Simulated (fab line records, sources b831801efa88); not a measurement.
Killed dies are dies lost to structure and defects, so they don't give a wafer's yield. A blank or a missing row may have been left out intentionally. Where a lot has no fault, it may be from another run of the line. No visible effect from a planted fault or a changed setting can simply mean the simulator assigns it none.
Which tool did it? || flow sky130 || 11 lots with 33 wafers sampled at 3 steps, on a route of 708 steps

## WHAT THE GAUGES READ, wafer by wafer
SKY_FIELD_ISO_THK_MEAS_02.
{"lot": "L979", "measured": "day 1 17:27", "on": "film metro-03", "FIELD_ISO_OXIDATION_00_THK (nm)": "11.94 11.77 11.80"}
{"lot": "L980", "measured": "day 1 21:38", "on": "film metro-04", "FIELD_ISO_OXIDATION_00_THK (nm)": "12.11 12.10 12.26"}
{"lot": "L981", "measured": "day 2 02:38", "on": "film metro-04", "FIELD_ISO_OXIDATION_00_THK (nm)": "12.28 12.20 12.28"}
{"lot": "L984", "measured": "day 2 19:44", "on": "film metro-03", "FIELD_ISO_OXIDATION_00_THK (nm)": "12.56 12.62 12.47"}
{"lot": "L985", "measured": "day 2 22:48", "on": "film metro-03", "FIELD_ISO_OXIDATION_00_THK (nm)": "12.00 12.14 11.99"}
{"lot": "L993", "measured": "day 4 14:38", "on": "film metro-03", "FIELD_ISO_OXIDATION_00_THK (nm)": "18.84 18.80 18.85"}
{"lot": "L994", "measured": "day 4 19:38", "on": "film metro-04", "FIELD_ISO_OXIDATION_00_THK (nm)": "18.98 18.93 18.78"}
{"lot": "L996", "measured": "day 5 05:38", "on": "film metro-03", "FIELD_ISO_OXIDATION_00_THK (nm)": "12.22 12.05 12.17"}
{"lot": "L997", "measured": "day 5 10:38", "on": "film metro-02", "FIELD_ISO_OXIDATION_00_THK (nm)": "12.31 12.05 12.22"}
{"lot": "L999", "measured": "day 5 23:06", "on": "film metro-03", "FIELD_ISO_OXIDATION_00_THK (nm)": "11.82 11.94 12.06"}
{"lot": "L100", "measured": "day 6 03:33", "on": "film metro-04", "FIELD_ISO_OXIDATION_00_THK (nm)": "11.85 12.03 11.88"}

SKY_NWELL_RS_MEAS_31: a four-point-probe measurement.
{"lot": "L979", "measured": "day 5 15:58", "on": "film metro-02", "PWDE_RS (ohm/sq)": "5261 5246 5245"}
{"lot": "L980", "measured": "day 6 00:04", "on": "film metro-02", "PWDE_RS (ohm/sq)": "5265 5271 5255"}
{"lot": "L981", "measured": "day 6 01:39", "on": "film metro-01", "PWDE_RS (ohm/sq)": "5251 5273 5276"}
{"lot": "L984", "measured": "day 6 22:36", "on": "film metro-01", "PWDE_RS (ohm/sq)": "5257 5255 5273"}
{"lot": "L985", "measured": "day 7 02:09", "on": "film metro-02", "PWDE_RS (ohm/sq)": "5229 5252 5240"}
{"lot": "L993", "measured": "day 9 06:20", "on": "film metro-04", "PWDE_RS (ohm/sq)": "5250 5259 5269"}
{"lot": "L994", "measured": "day 9 10:22", "on": "film metro-01", "PWDE_RS (ohm/sq)": "5270 5268 5253"}
{"lot": "L996", "measured": "day 10 00:41", "on": "film metro-02", "PWDE_RS (ohm/sq)": "5284 5274 5276"}
{"lot": "L997", "measured": "day 10 02:32", "on": "film metro-04", "PWDE_RS (ohm/sq)": "5268 5280 5268"}
{"lot": "L999", "measured": "day 10 14:36", "on": "film metro-02", "PWDE_RS (ohm/sq)": "5257 5272 5273"}
{"lot": "L100", "measured": "day 11 00:43", "on": "film metro-04", "PWDE_RS (ohm/sq)": "5263 5249 5262"}

## WHICH TOOL RAN EACH LOT (tool, then ch and the chambers of the sampled wafers, then the start)
{"lot": "L979", "SKY_FIELD_ISO_OXIDATION_01": "furnace-02 ch 0, day 1 15:56"}
{"lot": "L980", "SKY_FIELD_ISO_OXIDATION_01": "furnace-01 ch 0, day 1 20:07"}
{"lot": "L981", "SKY_FIELD_ISO_OXIDATION_01": "furnace-02 ch 0, day 2 01:07"}
{"lot": "L984", "SKY_FIELD_ISO_OXIDATION_01": "furnace-02 ch 0, day 2 18:13"}
{"lot": "L985", "SKY_FIELD_ISO_OXIDATION_01": "furnace-01 ch 0, day 2 21:16"}
{"lot": "L993", "SKY_FIELD_ISO_OXIDATION_01": "furnace-01 ch 0, day 4 13:07"}
{"lot": "L994", "SKY_FIELD_ISO_OXIDATION_01": "furnace-01 ch 0, day 4 18:07"}
{"lot": "L996", "SKY_FIELD_ISO_OXIDATION_01": "furnace-02 ch 0, day 5 04:07"}
{"lot": "L997", "SKY_FIELD_ISO_OXIDATION_01": "furnace-02 ch 0, day 5 09:07"}
{"lot": "L999", "SKY_FIELD_ISO_OXIDATION_01": "furnace-02 ch 0, day 5 21:35"}
{"lot": "L100", "SKY_FIELD_ISO_OXIDATION_01": "furnace-02 ch 0, day 6 02:01"}
- SKY_FIELD_ISO_OXIDATION_01: stabilise 600 s, purge 300 s, target thk 12 nm.

## WHAT THE TOOLS THEMSELVES READ (means of the sampled wafers that have a number; where no wafer has one, the mark that the record gives instead)
SKY_FIELD_ISO_OXIDATION_01.
{"lot": "L979", "tool": "furnace-02", "spike tc bottom C (C)": 918.1, "spike tc centre C (C)": 900.9, "spike tc lower C (C)": 899.5, "spike tc top C (C)": 916, "spike tc upper C (C)": 899.7, "tube center temp C (C)": 900, "tube_center_temp_C_max": 902.3, "zone power bottom pct (%)": 25.2, "zone power centre pct (%)": 18.7, "zone power top pct (%)": 37.1, "zone power upper pct (%)": 17.8}
{"lot": "L980", "tool": "furnace-01", "spike tc bottom C (C)": 918.7, "spike tc centre C (C)": 898.6, "spike tc lower C (C)": 899.2, "spike tc top C (C)": 906, "spike tc upper C (C)": 899.5, "tube center temp C (C)": 900, "tube_center_temp_C_max": 902.3, "zone power bottom pct (%)": 27.0, "zone power centre pct (%)": 19.9, "zone power top pct (%)": 36.3, "zone power upper pct (%)": 20.0}
{"lot": "L981", "tool": "furnace-02", "spike tc bottom C (C)": 919.2, "spike tc centre C (C)": 899.9, "spike tc lower C (C)": 900.4, "spike tc top C (C)": 917, "spike tc upper C (C)": 900.0, "tube center temp C (C)": 900, "tube_center_temp_C_max": 902.5, "zone power bottom pct (%)": 25.7, "zone power centre pct (%)": 18.8, "zone power top pct (%)": 37.2, "zone power upper pct (%)": 17.8}
{"lot": "L984", "tool": "furnace-02", "spike tc bottom C (C)": 917.4, "spike tc centre C (C)": 900.8, "spike tc lower C (C)": 898.9, "spike tc top C (C)": 916, "spike tc upper C (C)": 899.7, "tube center temp C (C)": 900, "tube_center_temp_C_max": 902.2, "zone power bottom pct (%)": 25.9, "zone power centre pct (%)": 18.5, "zone power top pct (%)": 37.2, "zone power upper pct (%)": 17.8}
{"lot": "L985", "tool": "furnace-01", "spike tc bottom C (C)": 918.6, "spike tc centre C (C)": 899.8, "spike tc lower C (C)": 899.5, "spike tc top C (C)": 905, "spike tc upper C (C)": 899.5, "tube center temp C (C)": 900, "tube_center_temp_C_max": 902.8, "zone power bottom pct (%)": 26.7, "zone power centre pct (%)": 20.0, "zone power top pct (%)": 36.7, "zone power upper pct (%)": 19.9}
{"lot": "L993", "tool": "furnace-01", "spike tc bottom C (C)": 963.3, "spike tc centre C (C)": 944.4, "spike tc lower C (C)": 944.2, "spike tc top C (C)": 951, "spike tc upper C (C)": 944.1, "tube center temp C (C)": 945, "tube_center_temp_C_max": 947.0, "zone power bottom pct (%)": 30.2, "zone power centre pct (%)": 22.1, "zone power top pct (%)": 39.4, "zone power upper pct (%)": 22.5}
{"lot": "L994", "tool": "furnace-01", "spike tc bottom C (C)": 963.8, "spike tc centre C (C)": 944.7, "spike tc lower C (C)": 944.5, "spike tc top C (C)": 952, "spike tc upper C (C)": 945.1, "tube center temp C (C)": 945, "tube_center_temp_C_max": 947.0, "zone power bottom pct (%)": 30.2, "zone power centre pct (%)": 22.2, "zone power top pct (%)": 39.8, "zone power upper pct (%)": 22.5}
{"lot": "L996", "tool": "furnace-02", "spike tc bottom C (C)": 919.4, "spike tc centre C (C)": 899.6, "spike tc lower C (C)": 899.1, "spike tc top C (C)": 916, "spike tc upper C (C)": 900.8, "tube center temp C (C)": 900, "tube_center_temp_C_max": 902.4, "zone power bottom pct (%)": 25.6, "zone power centre pct (%)": 18.7, "zone power top pct (%)": 37.3, "zone power upper pct (%)": 17.7}
{"lot": "L997", "tool": "furnace-02", "spike tc bottom C (C)": 918.3, "spike tc centre C (C)": 900.2, "spike tc lower C (C)": 900.0, "spike tc top C (C)": 916, "spike tc upper C (C)": 900.2, "tube center temp C (C)": 900, "tube_center_temp_C_max": 902.0, "zone power bottom pct (%)": 25.5, "zone power centre pct (%)": 18.6, "zone power top pct (%)": 36.9, "zone power upper pct (%)": 17.8}
{"lot": "L999", "tool": "furnace-02", "spike tc bottom C (C)": 919.1, "spike tc centre C (C)": 900.0, "spike tc lower C (C)": 900.0, "spike tc top C (C)": 916, "spike tc upper C (C)": 900.1, "tube center temp C (C)": 900, "tube_center_temp_C_max": 902.1, "zone power bottom pct (%)": 25.6, "zone power centre pct (%)": 18.7, "zone power top pct (%)": 37.7, "zone power upper pct (%)": 17.9}
{"lot": "L100", "tool": "furnace-02", "spike tc bottom C (C)": 919.0, "spike tc centre C (C)": 900.2, "spike tc lower C (C)": 899.0, "spike tc top C (C)": 917, "spike tc upper C (C)": 898.7, "tube center temp C (C)": 900, "tube_center_temp_C_max": 902.4, "zone power bottom pct (%)": 25.8, "zone power centre pct (%)": 18.6, "zone power top pct (%)": 37.1, "zone power upper pct (%)": 17.7}

## THE ANSWER, worked out from the rows above alone
Rule: the usual values come from the lots themselves. The widest of any qualifying gaps counts: lots, ordered by their means at a reading, are off when they make up no more than a third of the lots, leave a main group of 4 or more, and stand apart from it by 3 or more times the standard deviation of that group's means. A main group whose means are all the same, to the digits that the tables above print for the reading, isn't used. A lot without any number at a reading at which 4 lots or more have one is off too. Where the step has rows for the other lots, those lots are counted as sound. First the gauges in route order, then the tools' own readings, where a lot's mean is used as printed above. At the first step where some lot is off, the reading lying furthest off is the one used; lots without a number count as furthest.
Off: at SKY_FIELD_ISO_THK_MEAS_02 (FIELD_ISO_OXIDATION_00_THK), L993, L994. For the main group the mean is 12.12 nm and the standard deviation 0.2.
If a tool, at a process step before that reading, ran all the lots that are off and no sound lot after the first of them, it fits. Not tried: the gauges at SKY_FIELD_ISO_THK_MEAS_02; whatever is off there is also off at SKY_FIELD_ISO_OXIDATION_01, on other tools, and gauge error can't account for it. One candidate fits, namely furnace-01 at SKY_FIELD_ISO_OXIDATION_01. Its last sound lot is L985 (day 2 21:16), its first lot that is off L993 (day 4 13:07): a fault that began between those two fits.
The tool's own readings at SKY_FIELD_ISO_OXIDATION_01 bear it out: on the lots that are off they differ by more than 5 times the standard deviation of the sound lots' means. spike tc bottom C reads 963.5 C there against 918.6 C on the sound lots; spike tc centre C reads 944.5 C there against 900.0 C on the sound lots; spike tc lower C reads 944.4 C there against 899.5 C on the sound lots; spike tc top C reads 952 C there against 914 C on the sound lots; spike tc upper C reads 944.6 C there against 899.8 C on the sound lots; tube center temp C reads 945 C there against 900 C on the sound lots; tube_center_temp_C_max reads 947.0 there against 902.3 on the sound lots; zone power bottom pct reads 30.2 % there against 25.9 % on the sound lots; zone power centre pct reads 22.1 % there against 18.9 % on the sound lots; zone power top pct reads 39.6 % there against 37.1 % on the sound lots.

## WHAT WAS PUT IN BY THE SIMULATOR
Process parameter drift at SKY_FIELD_ISO_OXIDATION_01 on furnace-01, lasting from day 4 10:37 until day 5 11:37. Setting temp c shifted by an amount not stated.
Shown lots that were struck: L993, L994. The rule above reached the same finding.
